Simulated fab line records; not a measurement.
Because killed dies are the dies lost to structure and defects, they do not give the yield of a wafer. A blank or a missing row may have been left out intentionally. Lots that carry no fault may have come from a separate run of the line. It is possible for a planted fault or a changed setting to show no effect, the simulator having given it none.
fab line records	flow sky130
record lots=24	wafers=72	last_day=50
route steps=708 shown LOCAL_INTERCONNECT@400 CONTACT@410 VIA1@470 METAL2@485
lots untouched by any fault: they come from a run of this same line in which no faults occurred
start_h: hours from the record's first day to the start of the lot's first wafer shown	wait_h: hours elapsed since this lot's preceding step	" identical to the entry in the row above	L1.1+2: one row covering several wafers at once	- no value present, or no start provided	* or withheld: withheld	< > ~ a bound
route shown NAME@n: names a module that has steps shown in the file, with the first one's number in the route	usual: mean and standard deviation over wafers with no fault	same: alike in all rows	chamber/n: place in a boat	sites: per-site readings	_std_site: standard deviation across them	_edge_site: mean of outer sites minus mean of inner sites	radius_mm: for every site, how far away it sits from the centre of the wafer	mask NAME#n: copy n	behind: tool/chamber where the wafer was last shaped	hold: reason for holding the lot/hours on hold/outcome of the hold	device: whichever transistor did not switch (one of n, p or np)	end of line: tests of these same wafers at the route's end	step lacking rows: just its recipe	killed: the dies lost at the first sort to structure and to defects; this is not the yield of the wafer	map: shows each die of a wafer: x if killed, . if not, _ if none is there
set.NAME: the setting that was run; set.NAME@STEP: the one run at that earlier step	model.NAME: the simulator's own value behind a step, which no gauge read
a sample of lots followed through the steps of the route, with each step as a table and each wafer as a row
services: a tool's chamber out of use, with start hour (start_h, from the record's first day; less than 0 if before it), hours out, and reason
## steps
# step SKY_LOCAL_INTERCONNECT_ETCH_13
# recipe chemistry=N2/H2	target=BARC	ion_energy_ev=200	bias_w=100	pressure_mtorr=30	n2_flow_sccm=100	h2_flow_sccm=200	icp_w=515.1	stop_on=SiO2	time_s=45.9	target_depth_a=600
# usual drypump_motor_current_A=5.5/0.37	oes_product_au=0.854/0.005	throttle_valve_pct=13.224/0.0086
lot.wafer	tool	chamber	start_h	wait_h	drypump_motor_current_A	oes_product_au	rf_hours_counter_h	throttle_valve_pct
L074.1	rie_metal-03	1	707.07	0.0	6.0	0.848	10	13.222
L074.2	"	0	"	"	5.1	0.853	4	13.221
L074.3	"	0	"	"	5.2	0.849	-	13.209
L075.3	rie_metal-01	1	728.34	0.0	5.3	0.852	-	13.221
L075.4	"	0	"	"	5.4	0.854	-	13.213
L075.5	"	0	"	"	5.3	0.849	-	13.215
L076.1	rie_metal-03	0	734.03	0.0	5.2	0.852	5	13.236
L076.2	"	1	"	"	6.0	0.854	11	13.217
L076.4	"	1	"	"	6.0	0.853	-	13.228
L077.4	rie_metal-04	1	736.93	0.0	4.9	0.853	-	13.215
L077.5	"	1	"	"	5.0	0.862	-	13.231
L077.6	"	0	"	"	5.6	0.862	-	13.223
L078.1	rie_metal-04	1	745.43	0.0	4.9	0.857	7	13.215
L078.2	"	0	"	"	5.6	0.857	10	13.205
L078.4	"	1	"	"	4.9	0.854	-	13.227
L079.2	rie_metal-03	1	755.68	0.0	6.0	0.854	12	13.222
L079.4	"	1	"	"	6.0	0.859	-	13.238
L079.6	"	0	"	"	5.1	0.861	-	13.220
L080.1	rie_metal-04	0	758.72	0.0	5.6	0.852	10	13.214
L080.3	"	0	"	"	5.6	0.852	-	13.225
L080.4	"	1	"	"	5.0	0.863	-	13.226
L081.2	rie_metal-01	1	769.68	0.0	5.2	0.854	6	13.227
L081.5	"	1	"	"	5.2	0.849	-	13.219
L081.6	"	0	"	"	5.4	0.854	-	13.225
L082.2	rie_metal-01	0	782.43	0.0	5.4	0.862	3	13.219
L082.3	"	1	"	"	5.3	0.856	-	13.226
L082.6	"	0	"	"	5.4	0.865	-	13.239
L083.1	rie_metal-01	0	783.48	0.0	5.4	0.845	3	13.229
L083.4	"	0	"	"	5.4	0.850	-	13.221
L083.5	"	0	"	"	5.4	0.853	-	13.223
L084.1	rie_metal-03	0	792.07	0.0	5.1	0.851	7	13.225
L084.4	"	1	"	"	6.0	0.859	-	13.230
L084.6	"	1	"	"	6.0	0.845	-	13.219
L085.1	rie_metal-03	0	801.76	0.0	5.1	0.847	7	13.223
L085.3	"	0	"	"	5.1	0.847	-	13.228
L085.6	"	1	"	"	6.0	0.850	-	13.215
L086.2	rie_metal-03	1	809.37	0.0	6.0	0.850	14	13.220
L086.5	"	1	"	"	6.0	0.853	-	13.234
L086.6	"	0	"	"	5.1	0.854	-	13.224
L087.2	rie_metal-03	1	814.16	0.0	6.0	0.853	14	13.224
L087.4	"	0	"	"	5.2	0.849	-	13.218
L087.5	"	0	"	"	5.2	0.854	-	13.228
L088.1	rie_metal-03	1	822.22	0.0	6.0	0.856	14	13.224
L088.3	"	0	"	"	5.2	0.857	-	13.226
L088.4	"	1	"	"	6.0	0.848	-	13.229
L089.2	rie_metal-03	0	834.67	0.0	5.2	0.853	8	13.207
L089.3	"	1	"	"	6.0	0.858	-	13.221
L089.4	"	0	"	"	5.2	0.845	-	13.214
L090.3	rie_metal-03	1	838.43	0.0	6.0	0.848	-	13.238
L090.5	"	0	"	"	5.1	0.858	-	13.224
L090.6	"	1	"	"	6.0	0.861	-	13.219
L091.2	rie_metal-04	1	843.08	0.0	5.0	0.858	10	13.225
L091.4	"	0	"	"	5.6	0.853	-	13.221
L091.5	"	0	"	"	5.6	0.860	-	13.211
L092.1	rie_metal-01	1	848.41	0.0	5.2	0.847	9	13.213
L092.2	"	0	"	"	5.4	0.855	5	13.197
L092.4	"	0	"	"	5.4	0.850	-	13.230
L093.2	rie_metal-04	0	852.19	0.0	5.5	0.854	-	13.217
L093.3	"	0	"	"	5.5	0.856	-	13.239
L093.5	"	0	"	"	5.6	0.855	-	13.229
L094.1	rie_metal-03	0	859.52	0.0	5.2	0.854	9	13.232
L094.2	"	1	"	"	6.0	0.857	15	13.216
L094.6	"	0	"	"	5.2	0.845	-	13.228
L095.1	rie_metal-03	0	866.51	0.0	5.2	0.859	9	13.236
L095.2	"	1	"	"	6.0	0.852	15	13.229
L095.3	"	0	"	"	5.2	0.855	-	13.222
L096.3	rie_metal-03	0	870.75	0.0	5.1	0.851	-	13.214
L096.4	"	1	"	"	6.0	0.859	-	13.233
L096.5	"	0	"	"	5.2	0.851	-	13.217
L097.3	rie_metal-03	0	880.42	0.1	5.2	0.867	-	13.231
L097.4	"	0	"	"	5.2	0.854	-	13.210
L097.5	"	0	"	"	5.2	0.850	-	13.212
# step SKY_CONTACT_CMP_04
# recipe material=SiO2	down_force_psi=4	platen_rpm=60	pad_velocity_m_s=0.94248
# usual motor_current_A=12.2/0.87	time_to_endpoint_s=83/4
lot.wafer	tool	chamber	start_h	wait_h	motor_current_A	time_to_endpoint_s
L074.3	cmp-01	2	708.05	0.0	11.9	76
L074.2	"	3	"	"	12.5	84
L074.1	"	1	"	"	12.5	78
L075.4	cmp-02	2	729.30	0.0	11.6	79
L075.3	"	0	"	"	10.4	82
L075.5	"	2	"	"	11.1	85
L076.2	cmp-01	3	734.95	0.0	12.4	87
L076.4	"	0	"	"	13.0	87
L076.1	"	1	"	"	12.5	84
L077.4	cmp-01	1	737.84	0.0	13.4	87
L077.5	"	1	"	"	12.0	85
L077.6	"	2	"	"	12.9	83
L078.2	cmp-01	3	746.35	0.0	11.9	92
L078.1	"	0	"	"	12.8	83
L078.4	"	1	"	"	12.8	83
L079.2	cmp-02	2	756.60	0.0	10.9	87
L079.4	"	3	"	"	12.2	87
L079.6	"	3	"	"	11.9	87
L080.3	cmp-01	1	759.65	0.0	12.1	80
L080.4	"	2	"	"	12.0	85
L080.1	"	0	"	"	12.8	85
L081.2	cmp-01	2	770.72	0.1	12.8	84
L081.5	"	0	"	"	12.8	84
L081.6	"	1	"	"	12.6	83
L082.3	cmp-02	3	783.35	0.0	10.8	78
L082.2	"	0	"	"	10.0	87
L082.6	"	3	"	"	11.2	81
L083.4	cmp-02	0	784.52	0.1	10.4	85
L083.1	"	2	"	"	11.6	82
L083.5	"	1	"	"	12.7	75
L084.1	cmp-02	0	793.11	0.1	10.1	85
L084.4	"	1	"	"	12.9	76
L084.6	"	2	"	"	11.6	86
L085.1	cmp-01	3	802.72	0.1	12.8	90
L085.3	"	1	"	"	12.8	86
L085.6	"	0	"	"	13.3	90
L086.2	cmp-01	0	810.55	0.3	13.1	79
L086.6	"	1	"	"	12.7	81
L086.5	"	2	"	"	12.3	81
L087.2	cmp-02	2	815.12	0.0	11.4	86
L087.4	"	3	"	"	12.1	84
L087.5	"	2	"	"	10.9	85
L088.1	cmp-01	1	823.15	0.1	12.3	77
L088.4	"	2	"	"	13.0	77
L088.3	"	0	"	"	13.1	82
L089.3	cmp-01	0	835.63	0.0	13.0	80
L089.4	"	1	"	"	12.6	80
L089.2	"	2	"	"	13.2	82
L090.3	cmp-02	2	839.39	0.1	11.5	78
L090.6	"	1	"	"	12.0	76
L090.5	"	2	"	"	11.9	82
L091.4	cmp-01	3	844.00	0.0	13.0	76
L091.2	"	2	"	"	13.1	77
L091.5	"	3	"	"	12.8	83
L092.1	cmp-02	0	849.39	0.1	10.2	80
L092.2	"	1	"	"	12.6	77
L092.4	"	2	"	"	11.9	87
L093.3	cmp-01	0	853.26	0.1	12.8	87
L093.2	"	2	"	"	12.8	83
L093.5	"	0	"	"	12.8	84
L094.1	cmp-02	1	860.55	0.1	12.4	90
L094.2	"	2	"	"	11.8	82
L094.6	"	0	"	"	9.8	89
L095.1	cmp-02	0	867.44	0.1	10.0	83
L095.2	"	1	"	"	12.8	78
L095.3	"	3	"	"	12.5	84
L096.3	cmp-01	3	871.89	0.1	12.4	78
L096.4	"	0	"	"	12.6	80
L096.5	"	1	"	"	12.4	78
L097.3	cmp-01	2	881.59	0.1	11.9	80
L097.4	"	3	"	"	12.1	86
L097.5	"	0	"	"	13.0	85
# step SKY_CONTACT_OVL_MEAS_15
# usual CONTACT_OVL=1/4.6
lot.wafer	tool	chamber	start_h	wait_h	CONTACT_OVL[nm]
L074.1	overlay-02	-	735.94	0.1	4
L074.2	"	-	"	"	3
L074.3	"	-	"	"	11
L075.3	overlay-02	-	756.80	0.1	-4
L075.4	"	-	"	"	-5
L075.5	"	-	"	"	-4
L076.1	overlay-01	-	763.29	0.1	-4
L076.2	"	-	"	"	-2
L076.4	"	-	"	"	-1
L077.4	overlay-01	-	765.99	0.1	7
L077.5	"	-	"	"	1
L077.6	"	-	"	"	6
L078.1	overlay-02	-	773.89	0.1	3
L078.2	"	-	"	"	4
L078.4	"	-	"	"	5
L079.2	overlay-01	-	783.80	0.1	5
L079.4	"	-	"	"	1
L079.6	"	-	"	"	-3
L080.1	overlay-01	-	786.99	0.1	1
L080.3	"	-	"	"	1
L080.4	"	-	"	"	-2
L081.2	overlay-01	-	797.80	0.1	6
L081.5	"	-	"	"	3
L081.6	"	-	"	"	3
L082.2	overlay-02	-	810.71	0.1	6
L082.3	"	-	"	"	5
L082.6	"	-	"	"	6
L083.1	overlay-02	-	811.82	0.1	2
L083.4	"	-	"	"	-1
L083.5	"	-	"	"	-2
L084.1	overlay-01	-	819.47	0.1	-1
L084.4	"	-	"	"	-4
L084.6	"	-	"	"	-4
L085.1	overlay-02	-	829.49	0.1	3
L085.3	"	-	"	"	10
L085.6	"	-	"	"	5
L086.2	overlay-02	-	836.34	0.1	-2
L086.5	"	-	"	"	3
L086.6	"	-	"	"	-5
L087.2	overlay-02	-	842.10	0.1	-4
L087.4	"	-	"	"	-7
L087.5	"	-	"	"	-6
L088.1	overlay-02	-	849.29	0.1	2
L088.3	"	-	"	"	5
L088.4	"	-	"	"	4
L089.2	overlay-01	-	861.75	0.1	3
L089.3	"	-	"	"	0
L089.4	"	-	"	"	4
L090.3	overlay-01	-	865.25	0.1	-5
L090.5	"	-	"	"	3
L090.6	"	-	"	"	8
L091.2	overlay-01	-	870.19	0.1	6
L091.4	"	-	"	"	1
L091.5	"	-	"	"	2
L092.1	overlay-01	-	875.43	0.1	5
L092.2	"	-	"	"	6
L092.4	"	-	"	"	-2
L093.2	overlay-02	-	879.05	0.1	6
L093.3	"	-	"	"	7
L093.5	"	-	"	"	8
L094.1	overlay-01	-	886.88	0.1	-4
L094.2	"	-	"	"	-6
L094.6	"	-	"	"	2
L095.1	overlay-02	-	892.54	0.1	-11
L095.2	"	-	"	"	-8
L095.3	"	-	"	"	-2
L096.3	overlay-02	-	897.70	0.1	1
L096.4	"	-	"	"	1
L096.5	"	-	"	"	-1
L097.3	overlay-01	-	907.55	0.1	1
L097.4	"	-	"	"	-1
L097.5	"	-	"	"	7
# step SKY_CONTACT_CVD_24
# recipe material=W	target_thk_nm=340	time_s=102.12	temp_c=400	pressure_torr=40
# usual heater_power_w=890/45	susceptor_temp_C=400.03/0.23
lot.wafer	tool	chamber	start_h	wait_h	heater_power_w	susceptor_temp_C
L074.1	cvd_w-02	1	736.83	0.0	958	399.97
L074.2	"	0	"	"	878	399.81
L074.3	"	0	"	"	892	400.03
L075.3	cvd_w-02	1	757.64	0.1	945	400.04
L075.4	"	0	"	"	888	399.84
L075.5	"	0	"	"	869	400.35
L076.1	cvd_w-01	0	764.11	0.0	823	399.90
L076.2	"	1	"	"	893	400.15
L076.4	"	1	"	"	867	399.87
L077.4	cvd_w-02	0	766.83	0.1	897	400.33
L077.5	"	0	"	"	880	399.73
L077.6	"	1	"	"	944	399.99
L078.1	cvd_w-01	1	774.71	0.0	883	400.29
L078.2	"	0	"	"	836	399.56
L078.4	"	0	"	"	827	399.84
L079.2	cvd_w-01	1	784.61	0.0	917	399.74
L079.4	"	1	"	"	903	399.70
L079.6	"	0	"	"	807	399.70
L080.1	cvd_w-01	0	787.81	0.0	819	399.93
L080.3	"	0	"	"	847	400.14
L080.4	"	1	"	"	882	400.12
L081.2	cvd_w-01	0	798.61	0.0	852	400.42
L081.5	"	0	"	"	826	400.39
L081.6	"	1	"	"	905	399.90
L082.2	cvd_w-02	0	811.60	0.1	875	400.07
L082.3	"	0	"	"	878	400.17
L082.6	"	0	"	"	890	400.32
L083.1	cvd_w-02	0	812.65	0.0	884	399.96
L083.4	"	0	"	"	921	400.12
L083.5	"	0	"	"	882	400.24
L084.1	cvd_w-01	0	820.30	0.0	854	400.06
L084.4	"	0	"	"	839	400.37
L084.6	"	1	"	"	890	399.81
L085.1	cvd_w-01	0	830.31	0.0	854	399.82
L085.3	"	1	"	"	888	399.98
L085.6	"	0	"	"	831	400.00
L086.2	cvd_w-01	0	837.23	0.0	824	399.80
L086.5	"	0	"	"	839	400.05
L086.6	"	1	"	"	913	400.02
L087.2	cvd_w-02	0	842.91	0.0	885	400.02
L087.4	"	1	"	"	979	399.96
L087.5	"	0	"	"	890	399.68
L088.1	cvd_w-02	0	850.11	0.0	907	400.30
L088.3	"	1	"	"	972	400.15
L088.4	"	0	"	"	887	399.91
L089.2	cvd_w-01	1	862.59	0.0	872	399.48
L089.3	"	0	"	"	847	400.01
L089.4	"	1	"	"	868	399.91
L090.3	cvd_w-02	1	866.10	0.1	989	400.37
L090.5	"	0	"	"	911	400.43
L090.6	"	1	"	"	967	399.90
L091.2	cvd_w-01	1	871.05	0.0	884	400.32
L091.4	"	0	"	"	838	399.68
L091.5	"	1	"	"	906	400.28
L092.1	cvd_w-01	0	876.34	0.0	824	400.13
L092.2	"	1	"	"	908	399.48
L092.4	"	0	"	"	841	400.03
L093.2	cvd_w-02	1	879.87	0.0	960	400.01
L093.3	"	0	"	"	897	399.96
L093.5	"	1	"	"	979	400.44
L094.1	cvd_w-01	0	887.70	0.0	846	399.47
L094.2	"	1	"	"	893	399.75
L094.6	"	0	"	"	838	399.65
L095.1	cvd_w-02	0	893.37	0.0	874	399.88
L095.2	"	1	"	"	983	399.74
L095.3	"	1	"	"	960	400.14
L096.3	cvd_w-01	0	898.56	0.1	844	400.22
L096.4	"	1	"	"	898	400.29
L096.5	"	1	"	"	884	400.07
L097.3	cvd_w-02	0	908.39	0.1	883	400.09
L097.4	"	1	"	"	957	400.12
L097.5	"	1	"	"	960	399.93
# step SKY_VIA1_CD_MEAS_12
# recipe target_cd_nm=150
# usual cd_nm=150.0/1.8
lot.wafer	tool	chamber	start_h	wait_h	cd_nm
L074.1	cd_sem-01	-	793.86	-	149.6
L074.2	"	-	"	"	150.3
L074.3	"	-	"	"	151.0
L075.3	cd_sem-02	-	812.91	-	146.7
L075.4	"	-	"	"	147.6
L075.5	"	-	"	"	147.3
L076.1	cd_sem-02	-	818.87	-	148.0
L076.2	"	-	"	"	146.0
L076.4	"	-	"	"	147.3
L077.4	cd_sem-01	-	822.47	-	148.3
L077.5	"	-	"	"	150.4
L077.6	"	-	"	"	150.8
L078.1	cd_sem-02	-	829.91	-	150.1
L078.2	"	-	"	"	149.5
L078.4	"	-	"	"	150.1
L079.2	cd_sem-02	-	839.24	-	151.7
L079.4	"	-	"	"	150.4
L079.6	"	-	"	"	150.9
L080.1	cd_sem-02	-	842.27	-	147.6
L080.3	"	-	"	"	148.1
L080.4	"	-	"	"	149.0
L081.2	cd_sem-02	-	853.79	-	147.0
L081.5	"	-	"	"	150.5
L081.6	"	-	"	"	150.0
L082.2	cd_sem-02	-	865.99	-	150.6
L082.3	"	-	"	"	152.2
L082.6	"	-	"	"	150.9
L083.1	cd_sem-01	-	866.32	-	151.8
L083.4	"	-	"	"	152.1
L083.5	"	-	"	"	152.6
L084.1	cd_sem-02	-	874.52	-	149.6
L084.4	"	-	"	"	150.6
L084.6	"	-	"	"	149.3
L085.1	cd_sem-01	-	883.17	-	150.5
L085.3	"	-	"	"	147.4
L085.6	"	-	"	"	148.6
L086.2	cd_sem-01	-	889.14	-	150.4
L086.5	"	-	"	"	149.8
L086.6	"	-	"	"	150.0
L087.2	cd_sem-01	-	895.63	-	151.1
L087.4	"	-	"	"	151.8
L087.5	"	-	"	"	151.8
L088.1	cd_sem-01	-	902.92	-	148.9
L088.3	"	-	"	"	147.0
L088.4	"	-	"	"	148.9
L089.2	cd_sem-02	-	914.69	-	150.4
L089.3	"	-	"	"	149.9
L089.4	"	-	"	"	150.4
L090.3	cd_sem-01	-	918.06	-	149.6
L090.5	"	-	"	"	150.0
L090.6	"	-	"	"	150.2
L091.2	cd_sem-01	-	923.64	-	152.1
L091.4	"	-	"	"	153.6
L091.5	"	-	"	"	152.2
L092.1	cd_sem-01	-	928.72	-	149.9
L092.2	"	-	"	"	149.2
L092.4	"	-	"	"	150.0
L093.2	cd_sem-01	-	931.39	-	153.0
L093.3	"	-	"	"	154.2
L093.5	"	-	"	"	151.4
L094.1	cd_sem-01	-	939.92	-	154.9
L094.2	"	-	"	"	152.9
L094.6	"	-	"	"	152.7
L095.1	cd_sem-02	-	945.37	-	150.0
L095.2	"	-	"	"	151.0
L095.3	"	-	"	"	149.8
L096.3	cd_sem-01	-	951.96	-	148.1
L096.4	"	-	"	"	148.6
L096.5	"	-	"	"	149.0
L097.3	cd_sem-01	-	961.81	-	151.8
L097.4	"	-	"	"	150.5
L097.5	"	-	"	"	149.4
# step SKY_METAL2_SPUTTER_02
# recipe material=AlCu	target_thk_nm=250	power_w=10600	time_s=13.3	chamber_pressure_pa=0.4
# usual throttle_valve_pct=29.9/1
lot.wafer	tool	chamber	start_h	wait_h	throttle_valve_pct
L074.1	pvd_sputter-02	-	795.38	0.0	28.8
L074.2	"	-	"	"	29.2
L074.3	"	-	"	"	31.1
L075.3	pvd_sputter-02	-	814.39	0.0	29.1
L075.4	"	-	"	"	29.4
L075.5	"	-	"	"	29.1
L076.1	pvd_sputter-02	-	820.51	0.0	31.2
L076.2	"	-	"	"	28.9
L076.4	"	-	"	"	29.3
L077.4	pvd_sputter-03	-	823.93	0.0	29.3
L077.5	"	-	"	"	29.5
L077.6	"	-	"	"	28.4
L078.1	pvd_sputter-01	-	831.43	0.0	29.7
L078.2	"	-	"	"	29.3
L078.4	"	-	"	"	31.0
L079.2	pvd_sputter-02	-	840.76	0.0	28.9
L079.4	"	-	"	"	31.1
L079.6	"	-	"	"	31.1
L080.1	pvd_sputter-03	-	843.79	0.0	29.6
L080.3	"	-	"	"	30.0
L080.4	"	-	"	"	28.5
L081.2	pvd_sputter-02	-	855.29	0.0	29.4
L081.5	"	-	"	"	29.2
L081.6	"	-	"	"	29.4
L082.2	pvd_sputter-02	-	867.49	0.0	31.2
L082.3	"	-	"	"	29.0
L082.6	"	-	"	"	31.2
L083.1	pvd_sputter-03	-	867.87	0.0	29.7
L083.4	"	-	"	"	29.3
L083.5	"	-	"	"	29.6
L084.1	pvd_sputter-02	-	876.10	0.0	29.5
L084.4	"	-	"	"	29.0
L084.6	"	-	"	"	29.4
L085.1	pvd_sputter-01	-	884.73	0.0	30.8
L085.3	"	-	"	"	29.7
L085.6	"	-	"	"	30.8
L086.2	pvd_sputter-01	-	890.64	0.0	32.2
L086.5	"	-	"	"	30.0
L086.6	"	-	"	"	29.1
L087.2	pvd_sputter-02	-	897.14	0.0	29.4
L087.4	"	-	"	"	28.9
L087.5	"	-	"	"	29.1
L088.1	pvd_sputter-02	-	904.44	0.0	29.7
L088.3	"	-	"	"	30.9
L088.4	"	-	"	"	28.7
L089.2	pvd_sputter-01	-	916.20	0.0	29.9
L089.3	"	-	"	"	29.2
L089.4	"	-	"	"	30.9
L090.3	pvd_sputter-01	-	919.56	0.0	28.9
L090.5	"	-	"	"	30.8
L090.6	"	-	"	"	29.2
L091.2	pvd_sputter-01	-	925.14	0.0	29.6
L091.4	"	-	"	"	32.3
L091.5	"	-	"	"	31.0
L092.1	pvd_sputter-01	-	930.27	0.0	30.9
L092.2	"	-	"	"	29.1
L092.4	"	-	"	"	29.8
L093.2	pvd_sputter-02	-	932.89	0.0	31.4
L093.3	"	-	"	"	29.3
L093.5	"	-	"	"	29.3
L094.1	pvd_sputter-02	-	941.43	0.0	30.8
L094.2	"	-	"	"	29.5
L094.6	"	-	"	"	29.5
L095.1	pvd_sputter-01	-	946.89	0.0	31.9
L095.2	"	-	"	"	29.2
L095.3	"	-	"	"	30.8
L096.3	pvd_sputter-02	-	953.44	0.0	29.4
L096.4	"	-	"	"	29.5
L096.5	"	-	"	"	31.2
L097.3	pvd_sputter-01	-	963.28	0.0	30.9
L097.4	"	-	"	"	29.9
L097.5	"	-	"	"	29.5
## services
tool	chamber	start_h	hours	kind
cmp-02	-	686.91	2.5	repair
rie_metal-03	-	720.92	0.2	repair
pvd_sputter-02	-	726.70	21.0	repair
cmp-01	-	728.48	1.0	repair
cmp-02	-	744.00	4.0	pm
cvd_w-02	-	753.15	2.8	pm
cmp-01	-	776.98	1.4	repair
cmp-01	-	781.02	13.4	pm
rie_metal-03	-	783.10	0.2	repair
cmp-02	-	799.76	2.8	repair
cmp-02	-	800.13	14.2	repair
cvd_w-02	1	805.65	18.0	repair
cmp-02	-	808.29	1.1	repair
rie_metal-03	1	817.14	2.1	repair
cmp-01	-	839.10	0.3	repair
rie_metal-03	-	843.10	1.4	pm
cvd_w-02	0	851.43	2.2	repair
rie_metal-03	1	871.88	25.6	repair
cvd_w-01	-	904.00	14.0	pm
pvd_sputter-02	-	908.89	0.5	repair
cmp-01	-	912.00	4.0	pm
cmp-01	-	937.08	5.6	pm
pvd_sputter-02	-	947.51	4.0	repair
cmp-01	-	955.42	5.7	pm
## key
fault none
